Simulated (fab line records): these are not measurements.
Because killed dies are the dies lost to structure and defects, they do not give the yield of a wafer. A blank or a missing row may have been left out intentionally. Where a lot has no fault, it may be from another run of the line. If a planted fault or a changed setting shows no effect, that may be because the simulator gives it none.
Which tool is to blame? + flow sky130 + 36 wafers from 12 lots sampled at 4 of the route's 708 steps

WHAT THE GAUGES SHOWED, per wafer
SKY_FIELD_ISO_THK_MEAS_04. Usual: FIELD_ISO_CVD_03_THK gives 164.4 nm (standard deviation 1.8).
| lot  | measured    | on            | FIELD_ISO_CVD_03_THK (nm) | flag |
|------|-------------|---------------|---------------------------|------|
| L101 | day 1 20:34 | film-metro-02 | 162.2 162.7 162.0         |      |
| L102 | day 2 02:41 | film-metro-03 | 164.3 166.0 164.8         |      |
| L103 | day 2 06:47 | film-metro-03 | 164.0 162.4 163.5         |      |
| L104 | day 2 11:31 | film-metro-02 | 161.9 163.3 165.0         |      |
| L105 | day 2 14:31 | film-metro-02 | 165.3 165.2 166.0         |      |
| L106 | day 2 21:46 | film-metro-02 | 165.3 165.3 165.8         |      |
| L107 | day 3 01:49 | film-metro-03 | 163.8 163.4 163.5         |      |
| L110 | day 3 16:26 | film-metro-03 | 164.3 165.8 167.1         |      |
| L111 | day 3 21:27 | film-metro-02 | 164.8 164.7 166.0         |      |
| L117 | day 5 03:23 | film-metro-03 | 162.4 162.0 162.5         |      |
| L119 | day 5 14:00 | film-metro-03 | 160.9 162.6 162.5         |      |
| L121 | day 5 22:29 | film-metro-02 | 167.7 165.9 165.9         |      |

SKY_NWELL_OVL_MEAS_23. Usual: NWELL_01_OVL gives -0.5 nm (standard deviation 1.5).
| lot  | measured     | on         | NWELL_01_OVL (nm) | flag |
|------|--------------|------------|-------------------|------|
| L101 | day 5 15:26  | overlay-01 | -0.7 -0.3 -1.2    |      |
| L102 | day 5 21:50  | overlay-02 | -0.5 -2.9 -2.9    |      |
| L103 | day 6 01:41  | overlay-02 | -2.6 -1.2 -2.9    |      |
| L104 | day 6 08:58  | overlay-02 | -2.8 -2.4 -0.8    |      |
| L105 | day 6 12:20  | overlay-01 | 0.7 0.9 1.5       |      |
| L106 | day 6 20:29  | overlay-02 | 0.2 0.1 1.1       |      |
| L107 | day 7 00:41  | overlay-02 | 1.0 -0.8 -0.9     |      |
| L110 | day 7 19:12  | overlay-02 | -0.7 -2.2 -0.9    |      |
| L111 | day 7 23:46  | overlay-02 | 0.3 -0.1 0.8      |      |
| L117 | day 9 14:20  | overlay-01 | 1.8 0.3 -0.6      |      |
| L119 | day 10 07:39 | overlay-02 | 0.5 2.5 -0.7      |      |
| L121 | day 10 18:51 | overlay-01 | -0.3 0.0 -0.8     |      |

EACH LOT AND THE TOOL THAT RAN IT (in order: tool; ch and the chambers of the sampled wafers; start)
| lot  | SKY_FIELD_ISO_ETCH_17           | SKY_FIELD_ISO_CMP_27         |
|------|---------------------------------|------------------------------|
| L101 | rie-si-01 ch 0,2,3, day 2 11:52 | cmp-01 ch 0,1,2, day 2 17:11 |
| L102 | rie-si-02 ch 0,2,3, day 2 17:57 | cmp-02 ch 0,1,2, day 2 21:53 |
| L103 | rie-si-01 ch 0,1,2, day 2 21:54 | cmp-02 ch 1,3, day 3 01:43   |
| L104 | rie-si-01 ch 0,1,2, day 3 03:01 | cmp-01 ch 0,1,3, day 3 06:56 |
| L105 | rie-si-02 ch 2,3, day 3 06:13   | cmp-01 ch 0,1, day 3 11:27   |
| L106 | rie-si-01 ch 0,2,3, day 3 14:19 | cmp-01 ch 0,1,2, day 3 17:32 |
| L107 | rie-si-02 ch 0,3, day 3 17:49   | cmp-02 ch 2,3, day 3 22:29   |
| L110 | rie-si-01 ch 0,3, day 4 10:10   | cmp-01 ch 0,1,3, day 4 14:20 |
| L111 | rie-si-01 ch 0,1,3, day 4 14:09 | cmp-01 ch 1,2,3, day 4 17:22 |
| L117 | rie-si-02 ch 1,2, day 5 22:00   | cmp-01 ch 0,2, day 6 01:12   |
| L119 | rie-si-02 ch 0,1,3, day 6 08:48 | cmp-01 ch 0,1,2, day 6 15:01 |
| L121 | rie-si-02 ch 0,1,2, day 6 17:25 | cmp-02 ch 0,3, day 7 03:03   |
- SKY_FIELD_ISO_ETCH_17: etches Si in HBr/Cl2/O2, target depth 342 nm, time 97.7 s.
- SKY_FIELD_ISO_CMP_27: polishes, stops on Si3N4, t overpolish 16 s, target thk 457.8 nm.

WHAT THE TOOLS THEMSELVES READ (means of the sampled wafers that have a number; where no wafer has one, the mark that the record gives instead)
SKY_FIELD_ISO_ETCH_17. Usual: bias-w 150.0 W, standard deviation 0.44; drypump-motor-current-A 5.5 A, standard deviation 0.54; mfc-cl2-sccm 39.99 sccm, standard deviation 0.12; oes-product-au 1.006 a.u., standard deviation 0.0071; rf-fwd-power-W 596.6 W, standard deviation 2.3; throttle-valve-pct 25.653 %, standard deviation 0.0091.
| lot  | tool      | bias-w (W) | drypump-motor-current-A (A) | mfc-cl2-sccm (sccm) | oes-product-au (a.u.) | rf-fwd-power-W (W) | throttle-valve-pct (%) | flag |
|------|-----------|------------|-----------------------------|---------------------|-----------------------|--------------------|------------------------|------|
| L101 | rie-si-01 | 150.2      | 5.2                         | 39.95               | 1.006                 | 596.9              | 25.656                 |      |
| L102 | rie-si-02 | 150.2      | 6.2                         | 40.02               | 1.010                 | 597.3              | 25.650                 |      |
| L103 | rie-si-01 | 149.8      | 5.0                         | 40.05               | 0.998                 | 597.8              | 25.664                 |      |
| L104 | rie-si-01 | 150.0      | 5.0                         | 39.97               | 1.002                 | 595.5              | 25.648                 |      |
| L105 | rie-si-02 | 150.1      | 6.1                         | 40.05               | 1.015                 | 597.9              | 25.644                 |      |
| L106 | rie-si-01 | 150.2      | 5.2                         | 39.92               | 1.003                 | 595.6              | 25.653                 |      |
| L107 | rie-si-02 | 150.1      | 6.3                         | 40.00               | 0.996                 | 593.9              | 25.656                 |      |
| L110 | rie-si-01 | 159.0      | 5.2                         | 39.96               | 1.015                 | 596.3              | 25.648                 | OFF  |
| L111 | rie-si-01 | 159.3      | 5.1                         | 40.03               | 1.010                 | 598.1              | 25.648                 | OFF  |
| L117 | rie-si-02 | 150.3      | 6.2                         | 39.96               | 1.008                 | 593.8              | 25.657                 |      |
| L119 | rie-si-02 | 150.1      | 6.2                         | 39.91               | 0.997                 | 595.3              | 25.665                 |      |
| L121 | rie-si-02 | 150.1      | 6.2                         | 39.90               | 1.012                 | 595.2              | 25.646                 |      |

SKY_FIELD_ISO_CMP_27. Usual: head-pressure-psi 4.001 psi, standard deviation 0.0083; motor-current-A 11.5 A, standard deviation 0.8; overpolish-run-s 15.999 s, standard deviation 0.0089; time-to-endpoint-s 111 s, standard deviation 3.4.
| lot  | tool   | head-pressure-psi (psi) | motor-current-A (A) | overpolish-run-s (s) | time-to-endpoint-s (s) | flag |
|------|--------|-------------------------|---------------------|----------------------|------------------------|------|
| L101 | cmp-01 | 3.996                   | 11.6                | 16.001               | 113                    |      |
| L102 | cmp-02 | 3.991                   | 11.5                | 16.007               | 114                    |      |
| L103 | cmp-02 | 4.004                   | 12.0                | 15.999               | 117                    |      |
| L104 | cmp-01 | 4.001                   | 11.1                | 16.003               | 110                    |      |
| L105 | cmp-01 | 3.999                   | 11.2                | 16.009               | 113                    |      |
| L106 | cmp-01 | 4.000                   | 11.7                | 16.006               | 113                    |      |
| L107 | cmp-02 | 4.006                   | 11.2                | 15.996               | 112                    |      |
| L110 | cmp-01 | 4.001                   | 11.5                | 15.990               | 111                    |      |
| L111 | cmp-01 | 4.004                   | 12.3                | 15.999               | 110                    |      |
| L117 | cmp-01 | 3.998                   | 11.7                | 15.998               | 107                    |      |
| L119 | cmp-01 | 4.006                   | 11.4                | 15.998               | 105                    |      |
| L121 | cmp-02 | 3.992                   | 10.8                | 16.005               | 109                    |      |

THE ANSWER, worked out from the rows above alone
Rule: a lot counts as off when the mean over its wafers that have a number is more than 3 standard deviations away from the usual mean. Also off: a lot with no number at a reading for which 4 or more lots have one. Where the step has rows for the other lots, those lots are counted as sound. After the gauges, taken in route order, come the tools' own readings; for these a lot's mean is taken, as printed above. At the first step where some lot is off, the reading lying furthest off is the one used; lots without a number count as furthest.
Off: L110, L111 (SKY_FIELD_ISO_ETCH_17, bias-w).
A tool fits if, at that step or a process step before it, it ran every lot that is off, and no sound lot after the first of them. One fits: rie-si-01 at SKY_FIELD_ISO_ETCH_17. A fault onset in the window from L106 (day 3 14:19, its last sound lot) to L110 (day 4 10:10, its first lot off) fits.
The tool's own readings at SKY_FIELD_ISO_ETCH_17 bear it out: on the lots that are off they differ by more than 5 times the standard deviation of the sound lots' means. bias-w reads 159.2 W there against 150.1 W on the sound lots.

WHAT WAS PUT IN BY THE SIMULATOR
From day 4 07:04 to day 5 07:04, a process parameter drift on rie-si-01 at SKY_FIELD_ISO_ETCH_17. Setting bias-w, moved by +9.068, from 150. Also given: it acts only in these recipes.
Struck lots among those shown: L110, L111. Same finding as the rule above.
